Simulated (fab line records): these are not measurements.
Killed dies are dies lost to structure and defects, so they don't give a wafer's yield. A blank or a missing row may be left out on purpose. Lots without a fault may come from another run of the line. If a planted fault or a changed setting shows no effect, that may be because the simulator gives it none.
Which of the tools did it? + flow gf180mcu + 39 wafers from 13 lots sampled at 4 of the route's 602 steps

== WHAT EACH GAUGE READ, for each wafer ==
GF_TOP_METAL_CD_MEAS_14 targets a cd of 440 nm. Usual: cd-nm reads 439.7 nm (standard deviation 2.6).
| lot  | measured     | on        | cd-nm (nm)        | flag |
|------|--------------|-----------|-------------------|------|
| L756 | day 28 06:22 | cd-sem-01 | 438.7 437.7 441.3 |      |
| L757 | day 28 15:31 | cd-sem-01 | 444.7 443.1 444.0 |      |
| L758 | day 28 19:07 | cd-sem-01 | 439.4 440.5 439.3 |      |
| L760 | day 29 14:20 | cd-sem-01 | 445.6 445.7 443.9 |      |
| L762 | day 30 01:58 | cd-sem-01 | 437.9 437.3 435.6 |      |
| L763 | day 30 05:06 | cd-sem-01 | 442.5 440.8 441.7 |      |
| L766 | day 31 05:41 | cd-sem-01 | 438.0 436.9 436.0 |      |
| L767 | day 31 16:05 | cd-sem-02 | 439.6 440.3 438.8 |      |
| L768 | day 31 18:35 | cd-sem-01 | 438.7 442.3 440.6 |      |
| L769 | day 31 23:50 | cd-sem-02 | 440.5 441.1 440.6 |      |
| L771 | day 32 10:05 | cd-sem-02 | 439.9 444.1 443.2 |      |
| L772 | day 32 21:38 | cd-sem-02 | 439.5 439.8 438.8 |      |
| L779 | day 34 08:02 | cd-sem-02 | 437.7 439.6 438.8 |      |

GF_PASSIVATION_THK_MEAS_01. Usual: PASSIVATION_CVD_00_THK typically reads 1004 nm, with standard deviation 13.
| lot  | measured     | on            | PASSIVATION_CVD_00_THK (nm) | flag |
|------|--------------|---------------|-----------------------------|------|
| L756 | day 28 07:32 | film-metro-04 | 1000 991 1019               |      |
| L757 | day 28 16:28 | film-metro-01 | 1002 1019 1005              |      |
| L758 | day 28 20:04 | film-metro-01 | 1010 1020 1031              |      |
| L760 | day 29 15:19 | film-metro-03 | 1000 1023 1027              |      |
| L762 | day 30 02:58 | film-metro-04 | 984 1003 985                |      |
| L763 | day 30 06:02 | film-metro-01 | 996 992 1020                |      |
| L766 | day 31 06:37 | film-metro-04 | 1002 1024 1029              |      |
| L767 | day 31 17:02 | film-metro-03 | 1005 970 1007               |      |
| L768 | day 31 19:33 | film-metro-04 | 974 1004 1015               |      |
| L769 | day 32 00:49 | film-metro-01 | 1001 1019 1014              |      |
| L771 | day 32 11:04 | film-metro-04 | 986 1005 1019               |      |
| L772 | day 32 22:45 | film-metro-01 | 984 996 1001                |      |
| L779 | day 34 09:08 | film-metro-04 | 996 1004 1003               |      |

== TOOL THAT RAN EACH LOT (tool first, then ch and the chambers of the sampled wafers, then the start) ==
| lot  | GF_TOP_METAL_SPUTTER_02      | GF_TOP_METAL_STRIP_18           |
|------|------------------------------|---------------------------------|
| L756 | pvd-sputter-02, day 27 10:24 | wet-bench-03 ch 3, day 28 06:56 |
| L757 | pvd-sputter-04, day 27 19:29 | wet-bench-03 ch 2, day 28 15:55 |
| L758 | pvd-sputter-04, day 27 23:35 | wet-bench-04 ch 3, day 28 19:31 |
| L760 | pvd-sputter-02, day 28 19:13 | wet-bench-01 ch 3, day 29 14:43 |
| L762 | pvd-sputter-03, day 29 06:38 | wet-bench-03 ch 0, day 30 02:21 |
| L763 | pvd-sputter-04, day 29 10:17 | wet-bench-04 ch 3, day 30 05:31 |
| L766 | pvd-sputter-03, day 30 11:59 | wet-bench-04 ch 0, day 31 06:06 |
| L767 | pvd-sputter-02, day 30 22:48 | wet-bench-04 ch 1, day 31 16:31 |
| L768 | pvd-sputter-04, day 31 00:42 | wet-bench-03 ch 0, day 31 19:01 |
| L769 | pvd-sputter-02, day 31 06:40 | wet-bench-04 ch 2, day 32 00:16 |
| L771 | pvd-sputter-04, day 31 18:35 | wet-bench-01 ch 2, day 32 10:31 |
| L772 | pvd-sputter-02, day 32 06:08 | wet-bench-04 ch 3, day 32 22:14 |
| L779 | pvd-sputter-02, day 33 16:53 | wet-bench-03 ch 2, day 34 08:28 |
- GF_TOP_METAL_SPUTTER_02: material AlCu, target thk 900 nm, time 47.82 s.
- GF_TOP_METAL_STRIP_18: strips in post etch residue remover, time 1200 s.

== AS READ BY THE TOOLS THEMSELVES (means over the sampled wafers that have a number; for cases with no such wafer, the mark the record gives instead) ==
GF_TOP_METAL_SPUTTER_02. Usual: cathode-dc-power-W 10600 W, standard deviation 1.7; throttle-valve-pct 30.6 %, standard deviation 1.3.
| lot  | tool           | cathode-dc-power-W (W) | throttle-valve-pct (%) | flag |
|------|----------------|------------------------|------------------------|------|
| L756 | pvd-sputter-02 | 10599                  | 30.1                   |      |
| L757 | pvd-sputter-04 | 10600                  | 31.2                   |      |
| L758 | pvd-sputter-04 | 10601                  | 31.2                   |      |
| L760 | pvd-sputter-02 | 10599                  | 31.8                   |      |
| L762 | pvd-sputter-03 | 10601                  | 31.0                   |      |
| L763 | pvd-sputter-04 | 10601                  | 29.6                   |      |
| L766 | pvd-sputter-03 | 10600                  | 30.8                   |      |
| L767 | pvd-sputter-02 | 10600                  | 31.1                   |      |
| L768 | pvd-sputter-04 | 10600                  | 30.4                   |      |
| L769 | pvd-sputter-02 | 10602                  | 31.1                   |      |
| L771 | pvd-sputter-04 | 10600                  | 30.4                   |      |
| L772 | pvd-sputter-02 | 10601                  | 30.2                   |      |
| L779 | pvd-sputter-02 | 10599                  | 30.3                   |      |

GF_TOP_METAL_STRIP_18. Usual: temp-c reads 72.51 C (standard deviation 0.12).
| lot  | tool         | temp-c (C) | flag |
|------|--------------|------------|------|
| L756 | wet-bench-03 | 72.37      |      |
| L757 | wet-bench-03 | 72.63      |      |
| L758 | wet-bench-04 | 72.55      |      |
| L760 | wet-bench-01 | 72.64      |      |
| L762 | wet-bench-03 | 72.45      |      |
| L763 | wet-bench-04 | 72.68      |      |
| L766 | wet-bench-04 | 72.67      |      |
| L767 | wet-bench-04 | 72.50      |      |
| L768 | wet-bench-03 | 72.64      |      |
| L769 | wet-bench-04 | 72.52      |      |
| L771 | wet-bench-01 | 72.49      |      |
| L772 | wet-bench-04 | 72.40      |      |
| L779 | wet-bench-03 | 72.41      |      |

== THE ANSWER, worked out from the rows above alone ==
Rule: a lot counts as off when the mean over its wafers that have a number is more than 3 standard deviations away from the usual mean. Also off: a lot with no number at a reading for which 4 or more lots have one. The other lots that the step has rows for count as sound. After the gauges, taken in route order, come the tools' own readings; for these a lot's mean is taken, as printed above. The first step at which some lot is off is used, and at that step the reading that is off furthest; a lot without a number counts as furthest.
No lot is off at any reading shown: from this, nothing can be told.

== WHAT HAD BEEN PUT IN BY THE SIMULATOR ==
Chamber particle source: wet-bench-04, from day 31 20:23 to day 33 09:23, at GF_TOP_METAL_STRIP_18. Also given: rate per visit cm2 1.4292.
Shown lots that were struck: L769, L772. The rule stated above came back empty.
